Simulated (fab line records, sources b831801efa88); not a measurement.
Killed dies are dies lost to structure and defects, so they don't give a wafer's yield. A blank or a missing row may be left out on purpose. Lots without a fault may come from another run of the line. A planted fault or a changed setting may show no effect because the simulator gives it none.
fab line records | flow sky130
record lots=5 wafers=15 last_day=49
route steps=708 shown POLY_CUT@312 SD_P@320
lots that met no fault: from a run of the same line without faults
start_h: hours from the record's first day to the start of the lot's first wafer shown | wait_h: hours since the lot's step before | " the same as in the row above | L1.1+2: a row that stands for several wafers | - no value, or no start given | * or withheld: withheld | < > ~ a bound
route shown NAME@n: a module of which the file shows steps, and the number in the route of the first | usual: mean/standard deviation of fault-free wafers | same: alike in all rows | chamber/n: place in a boat | sites: the reading at each site | _std_site: their standard deviation | _edge_site: outer sites' mean less inner sites' | radius_mm: how far each site lies from the wafer's centre | mask NAME#n: copy n | behind: the tool/chamber that last shaped the wafer | hold: why the lot was held/for how many hours/how that ended | device: the transistor (n, p or np) that didn't switch | end of line: the same wafers' tests at the end of the route | a step without rows: its recipe alone | killed: dies lost to structure and defects at the first sort, not the wafer's yield | map: a wafer's dies, x killed, . not, _ none there
set.NAME: the setting as run; set.NAME@STEP: as run at that earlier step | model.NAME: the simulator's own value behind a step, which no gauge read
lots at some steps of the route; a table a step, a row a wafer
services: from which hour (start_h, from the record's first day; less than 0 if before it) a tool's chamber was out of use, for how many hours, and why
## steps
# step SKY_POLY_CUT_EXPOSE_05
# recipe mask_id=NPCM na=0.8 source_shape=annular sigma_inner=0.55 sigma_outer=0.85 target_cd_nm=270 dose_mj=32
# step SKY_POLY_CUT_PEB_06
# recipe peb_temp_c=withheld peb_time_s=withheld resist=KrF-thick
# step SKY_POLY_CUT_DEVELOP_07
# recipe develop_time_s=60 resist=KrF-thick dev_temp_c=21
# step SKY_POLY_CUT_CD_MEAS_08
# recipe target_cd_nm=270
# usual cd_nm=269.5/1.5
# columns lot.wafer tool chamber start_h wait_h cd_nm
L614.2 cd_sem-02 - 551.52 - 270.9
L614.3 " - " " 269.0
L614.4 " - " " 270.6
L619.2 cd_sem-01 - 598.02 - 271.0
L619.3 " - " " 270.2
L619.4 " - " " 271.0
L626.2 cd_sem-01 - 660.72 - 270.0
L626.3 " - " " 270.6
L626.6 " - " " 269.5
L633.1 cd_sem-02 - 719.15 - 267.9
L633.4 " - " " 268.3
L633.5 " - " " 268.8
L634.1 cd_sem-02 - 724.96 - 269.2
L634.4 " - " " 270.3
L634.6 " - " " 270.0
# step SKY_POLY_CUT_OVL_MEAS_09
# usual POLY_CUT_OVL=-4/4.2
# columns lot.wafer tool chamber start_h wait_h POLY_CUT_OVL[nm]
L614.2 overlay-02 - 551.62 0.1 -6
L614.3 " - " " -4
L614.4 " - " " -1
L619.2 overlay-01 - 598.12 0.1 -5
L619.3 " - " " -6
L619.4 " - " " -3
L626.2 overlay-01 - 660.82 0.1 -3
L626.3 " - " " -1
L626.6 " - " " -5
L633.1 overlay-01 - 719.27 0.1 -1
L633.4 " - " " -14
L633.5 " - " " -3
L634.1 overlay-02 - 725.08 0.1 -8
L634.4 " - " " 1
L634.6 " - " " -3
# step SKY_POLY_CUT_ETCH_10
# recipe chemistry=N2/H2 target=BARC ion_energy_ev=200 source_w=500 bias_w=100 pressure_mtorr=30 n2_flow_sccm=100 h2_flow_sccm=200 stop_on=SiO2 time_s=45.9 target_depth_a=600
# usual drypump_motor_current_A=6.0/0.42 h2_flow_sccm=199.9/0.54 oes_product_au=0.855/0.0049 throttle_valve_pct=13.224/0.0084
# same time_s=45.9
# columns lot.wafer tool chamber start_h wait_h drypump_motor_current_A h2_flow_sccm oes_product_au rf_hours_counter_h throttle_valve_pct
L614.2 rie_diel-02 0 551.65 0.0 5.7 198.9 0.863 26 13.232
L614.3 " 1 " " 6.2 199.1 0.859 23 13.210
L614.4 " 2 " " 5.9 198.9 0.854 1 13.229
L619.2 rie_diel-01 2 598.15 0.0 6.2 200.8 0.856 2 13.224
L619.3 " 3 " " 6.6 200.1 0.863 58 13.228
L619.4 " 1 " " 6.4 199.9 0.850 - 13.230
L626.2 rie_diel-02 0 660.85 0.0 5.7 199.4 0.856 29 13.240
L626.3 " 2 " " 5.9 198.9 0.853 3 13.228
L626.6 " 3 " " 5.1 200.4 0.855 - 13.224
L633.1 rie_diel-02 0 719.30 0.0 5.7 200.8 0.859 30 13.232
L633.4 " 3 " " 5.2 199.8 0.853 39 13.220
L633.5 " 1 " " 6.2 199.9 0.853 - 13.226
L634.1 rie_diel-02 1 725.12 0.0 6.2 200.0 0.852 27 13.224
L634.4 " 0 " " 5.7 199.6 0.861 31 13.229
L634.6 " 2 " " 5.9 200.2 0.844 - 13.228
# step SKY_POLY_CUT_ETCH_11
# recipe target=Si3N4 chemistry=CF4/CH2F2/Ar stop_on=poly-Si source_w=600 bias_w=150 pressure_mtorr=40 cf4_flow_sccm=40 ch2f2_flow_sccm=20 Ar_flow_sccm=150 time_s=42.5 target_depth_a=600
# usual drypump_motor_current_A=6.0/0.42 oes_product_au=0.828/0.0061 throttle_valve_pct=14.993/0.0086
# same time_s=42.5
# columns lot.wafer tool chamber start_h wait_h drypump_motor_current_A oes_product_au rf_hours_counter_h throttle_valve_pct
L614.2 rie_diel-02 0 551.69 0.0 5.7 0.834 26 14.990
L614.3 " 1 " " 6.2 0.821 23 14.985
L614.4 " 2 " " 5.9 0.825 1 14.985
L619.2 rie_diel-01 2 598.19 0.0 6.2 0.813 2 15.003
L619.3 " 3 " " 6.7 0.835 58 14.992
L619.4 " 1 " " 6.4 0.829 - 14.993
L626.2 rie_diel-02 0 660.89 0.0 5.7 0.832 29 14.985
L626.3 " 2 " " 5.9 0.829 3 14.989
L626.6 " 3 " " 5.2 0.833 - 14.999
L633.1 rie_diel-02 0 719.34 0.0 5.7 0.818 30 14.994
L633.4 " 3 " " 5.2 0.823 39 14.984
L633.5 " 1 " " 6.2 0.831 - 14.986
L634.1 rie_diel-02 1 725.16 0.0 6.2 0.827 27 15.009
L634.4 " 0 " " 5.7 0.821 31 14.996
L634.6 " 2 " " 5.9 0.823 - 14.983
# step SKY_POLY_CUT_STRIP_12
# recipe chemistry=O2/N2 power_w=1400 pressure_mtorr=1500 platen_temp_c=withheld o2_flow_sccm=3000 n2_flow_sccm=300 overash_fraction=0.5
# usual drypump_motor_current_A=5.9/0.46 oes_product_au=0.452/0.0046 strip_time_to_endpoint_s=5.358/0.018
# columns lot.wafer tool chamber start_h wait_h drypump_motor_current_A oes_product_au rf_hours_counter_h strip_time_to_endpoint_s
L614.2 plasma_asher-02 1 551.73 0.0 6.2 0.452 74 5.335
L614.3 " 0 " " 5.9 0.451 - 5.381
L614.4 " 1 " " 6.2 0.449 - 5.351
L619.2 plasma_asher-04 0 598.23 0.0 5.3 0.445 91 5.342
L619.3 " 1 " " 5.5 0.452 - 5.372
L619.4 " 0 " " 5.3 0.453 - 5.359
L626.2 plasma_asher-04 1 660.93 0.0 5.5 0.440 97 5.372
L626.3 " 0 " " 5.3 0.455 - 5.361
L626.6 " 0 " " 5.3 0.443 - 5.330
L633.1 plasma_asher-02 0 719.38 0.0 5.9 0.453 91 5.325
L633.4 " 0 " " 5.9 0.458 - 5.333
L633.5 " 1 " " 6.2 0.450 - 5.348
L634.1 plasma_asher-04 0 725.20 0.0 5.3 0.450 103 5.357
L634.4 " 0 " " 5.3 0.448 - 5.347
L634.6 " 1 " " 5.5 0.454 - 5.331
# step SKY_SD_P_DEHYDRATE_00
# recipe temp_c=200 time_s=60
# step SKY_SD_P_HMDS_01
# recipe prime_time_s=60 prime_temp_c=120
# step SKY_SD_P_COAT_02
# recipe resist=NOVOLAK spin_rpm=3000 resist_thk_nm=1140
# step SKY_SD_P_SOFTBAKE_03
# recipe temp_c=90 time_s=60 resist=NOVOLAK
# step SKY_SD_P_EXPOSE_04
# recipe mask_id=PSDM na=0.6 source_shape=conventional sigma_outer=0.6 polarization=unpolarized target_cd_nm=380 dose_mj=138
# same sigma_outer=0.6
# columns lot.wafer tool chamber start_h wait_h mask
L614.2+3+4 iline_stepper-01 0 566.57 - PSDM#0
L619.2+3+4 iline_stepper-02 0 612.55 - PSDM#0
L626.2+3+6 iline_stepper-02 0 675.15 - PSDM#0
L633.1+4+5 iline_stepper-01 0 734.01 - PSDM#0
L634.1+4+6 iline_stepper-01 0 738.86 - PSDM#0
# step SKY_SD_P_PEB_05
# recipe temp_c=withheld time_s=* resist=NOVOLAK
# step SKY_SD_P_DEVELOP_06
# recipe resist=NOVOLAK developer=TMAH develop_time_s=60 dev_temp_c=23
# step SKY_SD_P_CD_MEAS_07
# recipe target_cd_nm=380
# usual cd_nm=380.1/3
# columns lot.wafer tool chamber start_h wait_h cd_nm
L614.2 cd_sem-01 - 581.31 0.1 378.4
L614.3 " - " " 376.9
L614.4 " - " " 379.3
L619.2 cd_sem-02 - 627.23 0.1 382.8
L619.3 " - " " 381.5
L619.4 " - " " 382.0
L626.2 cd_sem-01 - 688.61 0.1 354.3
L626.3 " - " " 384.7
L626.6 " - " " 354.0
L633.1 cd_sem-01 - 746.64 0.1 376.4
L633.4 " - " " 376.9
L633.5 " - " " 377.1
L634.1 cd_sem-02 - 752.45 0.1 380.8
L634.4 " - " " 382.0
L634.6 " - " " 384.4
# step SKY_SD_P_OVL_MEAS_08
# usual SD_P_OVL=-0.2/1.4
# columns lot.wafer tool chamber start_h wait_h SD_P_OVL[nm]
L614.2 overlay-01 - 581.42 0.1 -3.0
L614.3 " - " " -1.4
L614.4 " - " " -2.2
L619.2 overlay-02 - 627.34 0.1 0.8
L619.3 " - " " -1.5
L619.4 " - " " -1.1
L626.2 overlay-01 - 688.72 0.1 -1.4
L626.3 " - " " -3.2
L626.6 " - " " -3.1
L633.1 overlay-01 - 746.76 0.1 0.4
L633.4 " - " " 0.3
L633.5 " - " " -2.3
L634.1 overlay-01 - 752.57 0.1 0.4
L634.4 " - " " 0.8
L634.6 " - " " -0.3
## services
# columns tool chamber start_h hours kind
plasma_asher-02 - 577.86 1.5 repair
rie_diel-01 0 584.94 2.4 repair
rie_diel-01 0 587.36 - clean
rie_diel-01 0 587.36 18.8 scheduled_down
rie_diel-01 0 587.36 18.8 vent_cycle
iline_stepper-02 - 594.40 1.7 pm
rie_diel-02 0 595.58 10.2 repair
iline_stepper-02 0 608.55 - calibration
plasma_asher-04 - 617.20 2.8 pm
rie_diel-01 1 627.74 3.4 repair
rie_diel-01 3 663.87 - clean
rie_diel-01 3 663.87 29.9 scheduled_down
rie_diel-01 3 663.87 29.9 vent_cycle
iline_stepper-01 0 681.41 - calibration
iline_stepper-01 - 681.72 4.4 pm
plasma_asher-04 - 683.06 0.6 repair
rie_diel-01 1 698.13 - clean
rie_diel-01 1 698.13 24.7 scheduled_down
rie_diel-01 - 725.29 28.1 pm
plasma_asher-04 - 725.56 2.1 repair
iline_stepper-01 - 731.03 1.7 pm
plasma_asher-04 - 733.75 9.0 pm
plasma_asher-04 0 733.75 9.0 vent_cycle
plasma_asher-04 1 733.75 9.0 vent_cycle
## key
first_sign step=SKY_SD_P_CD_MEAS_07 reading=cd_nm direction=down sigmas=8.7 usual=380.1 struck=354.2
effect none on later readings
met_at SKY_SD_P_EXPOSE_04
struck_wafers L626.2,L626.6
tester_left_out L626
onset_between 612.55 675.15
fault kind=process_parameter_drift tool=iline_stepper-02 chamber=- onset_h=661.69 steps=SKY_SD_P_EXPOSE_04 channel=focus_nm offset=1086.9 shape=step end_h=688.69 scope=struck_wafers_only
# tester_left_out: of these lots the tester's yield and bins aren't shown, on N5 and GAA mostly nor the transistor test; their killed dies are dies lost to structure and defects alone, not to doping, threshold or leakage, so they don't give the yield
